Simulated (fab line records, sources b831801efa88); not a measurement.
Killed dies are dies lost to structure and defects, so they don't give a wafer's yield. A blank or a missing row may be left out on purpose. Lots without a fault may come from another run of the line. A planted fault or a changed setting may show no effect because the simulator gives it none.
A struck lot beside a sound one | flow sfq_line | 43 steps out of a route of 325
Sound: wafers L192.2, L192.3, L192.6. Struck: wafers L197.3, L197.4, L197.6. The cause comes at the end.
At each step with rows: each side's tool, then ch and its chambers, then its first start. Under that, the readings that differ: sound wafers | struck wafers | difference of the means | sigmas: that difference in standard deviations of wafers without a fault.
alike: readings whose means differ by less than 2 such deviations, and words and numbers that are the same on both sides. not compared: withheld readings, readings that some wafer has no value for, bounds like >300 that may hide the same value, and numbers for which the record gives no deviation and whose values overlap.
The two part at a step that has a row with sigmas, a row that says differs or no value, or rows on one side only. Numbers that don't overlap but have no deviation are shown without sigmas and don't part them. A reading that every wafer of one side lacks parts them only if that side has two wafers or more.

first, 3 steps without rows for these wafers: SFQ_TRILAYER_M5_LITHO_EXPOSE_124 (exposes mask M5, target cd 700 nm); SFQ_TRILAYER_M5_LITHO_PEB_126 (peb time 60 s); SFQ_TRILAYER_M5_LITHO_DEVELOP_125 (time 60 s).
SFQ_M5_OVL_MEAS_932:
  sound on overlay-01, day 57 12:35; struck on overlay-01, day 58 01:47
  alike: M5_OVL
then, 1 step without rows for these wafers: SFQ_TRILAYER_M5_BARC_OPEN_METAL_ETCH_161 (etches BARC in O2, target depth 125 nm, time 41.7 s).
SFQ_TRILAYER_M5_ETCH_METAL_ETCH_126: etches Nb in Cl2/BCl3, stops on SiO2, time 203.2 s, target depth 265 nm.
  sound on rie_metal-01 ch 0,1, day 57 12:40; struck on rie_metal-03 ch 0,1, day 58 01:56
  alike: drypump_motor_current_A, oes_product_au
  not compared: rf_hours_counter_h
then, 2 steps without rows for these wafers: SFQ_TRILAYER_M5_STRIP_STRIP_127 (strips in O2); SFQ_TRILAYER_M5_STRIP_SOLV_CLEAN_128 (cleans in NMP, time 600 s).
SFQ_TRILAYER_A5B_DEP_PECVD_129: deposits SiO2 from SiH4/N2O, time 133.33 s, target thk 600 nm.
  sound on pecvd-03 ch 0,1,2, day 57 13:40; struck on pecvd-03 ch 0,1,2, day 58 02:50
  alike: chamber_pressure_Torr, heater_power_w, throttle_valve_pct
then, 2 steps without rows for these wafers: SFQ_TRILAYER_A5B_CMP_CMP_130 (polishes, stops on Nb, target thk 340.7 nm); SFQ_TRILAYER_A5B_METRO_MEASURE_131.
SFQ_TRILAYER_R5_DEP_SPUTTER_132: material Ti, target thk 5 nm, time 5 s.
  sound on pvd_sputter-05, day 57 20:50; struck on pvd_sputter-03, day 58 11:50
  alike: cathode_dc_power_W, throttle_valve_pct
SFQ_TRILAYER_R5_DEP_SPUTTER_133: material MoNx, target thk 40 nm, time 66.7 s.
  sound on pvd_sputter-05, day 57 20:51; struck on pvd_sputter-03, day 58 11:51
  reading                                               | sound                | struck               | difference | sigmas
  cathode_dc_power_W (W)                                | 1000.1 999.82 1000.1 | 1072.7 1072.2 1072.6 | +72.5      | +99 or more
  model.MoNx_of_TRILAYER_R5_DEP_SPUTTER_133.thk_nm (nm) | 40.23 40.61 40.41    | 43.06 42.66 42.69    | +2.39      |
  alike: throttle_valve_pct
then, 1 step without rows for these wafers: SFQ_TRILAYER_R5_DEP_SPUTTER_134 (material Ti, target thk 5 nm, time 5 s).
SFQ_R5_RS_MEAS_933: measures by four-point-probe.
  sound on film_metro-02, day 57 20:57; struck on film_metro-02, day 58 11:58
  reading             | sound          | struck         | difference | sigmas
  R5_MONX_RS (ohm/sq) | 7.00 6.91 6.97 | 6.58 6.65 6.64 | -0.34      | -5
SFQ_R5_THK_MEAS_934: measures by xrf.
  sound on film_metro-02, day 57 21:04; struck on film_metro-02, day 58 12:04
  reading          | sound          | struck         | difference | sigmas
  R5_MONX_THK (nm) | 40.4 41.0 40.6 | 43.4 42.9 43.1 | +2.5       | +6
then, 6 steps without rows for these wafers: SFQ_TRILAYER_R5_LITHO_COAT_141 (resist thk 62 nm); SFQ_TRILAYER_R5_LITHO_COAT_136 (resist thk 600 nm); SFQ_TRILAYER_R5_LITHO_SOFTBAKE_140; SFQ_TRILAYER_R5_LITHO_EXPOSE_137 (exposes mask R5, target cd 500 nm); SFQ_TRILAYER_R5_LITHO_PEB_139 (peb time 60 s); SFQ_TRILAYER_R5_LITHO_DEVELOP_138 (time 60 s).
-- the record jumps here: 5 days lie between the struck wafers' starts before and after --
SFQ_R5_OVL_MEAS_935:
  sound on overlay-02, day 62 11:20; struck on overlay-01, day 63 09:05
  alike: R5_OVL
then, 1 step without rows for these wafers: SFQ_TRILAYER_R5_BARC_OPEN_METAL_ETCH_177 (etches BARC in O2, target depth 125 nm, time 41.7 s).
SFQ_TRILAYER_R5_ETCH_METAL_ETCH_139: etches the open film in Cl2, stops on SiO2, target depth 60 nm, time 40 s.
  sound on rie_metal-03 ch 1, day 62 11:26; struck on rie_metal-02 ch 0,1, day 63 09:11
  alike: drypump_motor_current_A, oes_product_au
  not compared: rf_hours_counter_h
then, 2 steps without rows for these wafers: SFQ_TRILAYER_R5_STRIP_STRIP_140 (strips in O2); SFQ_TRILAYER_R5_STRIP_SOLV_CLEAN_141 (cleans in NMP, time 600 s).
SFQ_TRILAYER_A5C_DEP_PECVD_142: deposits SiO2 from SiH4/N2O, time 15.556 s, target thk 70 nm.
  sound on pecvd-01 ch 0,2, day 62 12:16; struck on pecvd-04 ch 1,2, day 63 10:00
  alike: chamber_pressure_Torr, heater_power_w, throttle_valve_pct
then, 6 steps without rows for these wafers: SFQ_TRILAYER_I5_LITHO_COAT_149 (resist thk 62 nm); SFQ_TRILAYER_I5_LITHO_COAT_144 (resist thk 650 nm); SFQ_TRILAYER_I5_LITHO_SOFTBAKE_148; SFQ_TRILAYER_I5_LITHO_EXPOSE_145 (exposes mask I5, target cd 700 nm); SFQ_TRILAYER_I5_LITHO_PEB_147 (peb time 60 s); SFQ_TRILAYER_I5_LITHO_DEVELOP_146 (time 60 s).
-- the record jumps here: 4 days lie between the struck wafers' starts before and after --
SFQ_I5_OVL_MEAS_936:
  sound on overlay-01, day 66 20:02; struck on overlay-01, day 67 10:26
  alike: I5_OVL
then, 7 steps without rows for these wafers: SFQ_TRILAYER_I5_BARC_OPEN_VIA_ETCH_200 (etches BARC in O2, target depth 125 nm, time 41.7 s); SFQ_TRILAYER_I5_ETCH_VIA_ETCH_147 (etches the open film in CHF3, stops on Nb, target depth 360 nm); SFQ_TRILAYER_I5_STRIP_STRIP_148 (strips in O2); SFQ_TRILAYER_I5_STRIP_SOLV_CLEAN_149 (cleans in NMP, time 600 s); SFQ_TRILAYER_C5_LITHO_COAT_156 (resist thk 62 nm); SFQ_TRILAYER_C5_LITHO_COAT_151 (resist thk 650 nm); SFQ_TRILAYER_C5_LITHO_SOFTBAKE_155.
-- the record jumps here: 16 days lie between the struck wafers' starts before and after --
SFQ_M8_BOW_MEAS_951:
  sound on film_metro-02, day 77 20:20; struck on film_metro-03, day 83 13:52
  reading                 | sound             | struck            | difference | sigmas
  model.etest.r5.ohm_um   | 14.1 13.99 14.04  | 13.09 13.27 13.21 | -0.85      |
  model.etest.r5.ohm_sq   | 7.013 6.949 6.983 | 6.553 6.615 6.61  | -0.389     |
  model.etest.c5.link_ohm | 7.971 7.899 7.939 | 7.514 7.578 7.579 | -0.379     |
  alike: M8_BOW

WHERE THEY PART
First at SFQ_TRILAYER_R5_DEP_SPUTTER_133; last, within this record, at SFQ_R5_THK_MEAS_934. Later steps at which nothing parts them and some readings are alike: SFQ_R5_OVL_MEAS_935, SFQ_TRILAYER_R5_ETCH_METAL_ETCH_139, SFQ_TRILAYER_A5C_DEP_PECVD_142, SFQ_I5_OVL_MEAS_936, SFQ_M8_BOW_MEAS_951.

WHY: what the simulator had put in
Process parameter drift: pvd_sputter-03, from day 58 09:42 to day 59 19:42, at SFQ_TRILAYER_R5_DEP_SPUTTER_133. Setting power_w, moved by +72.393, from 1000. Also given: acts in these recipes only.
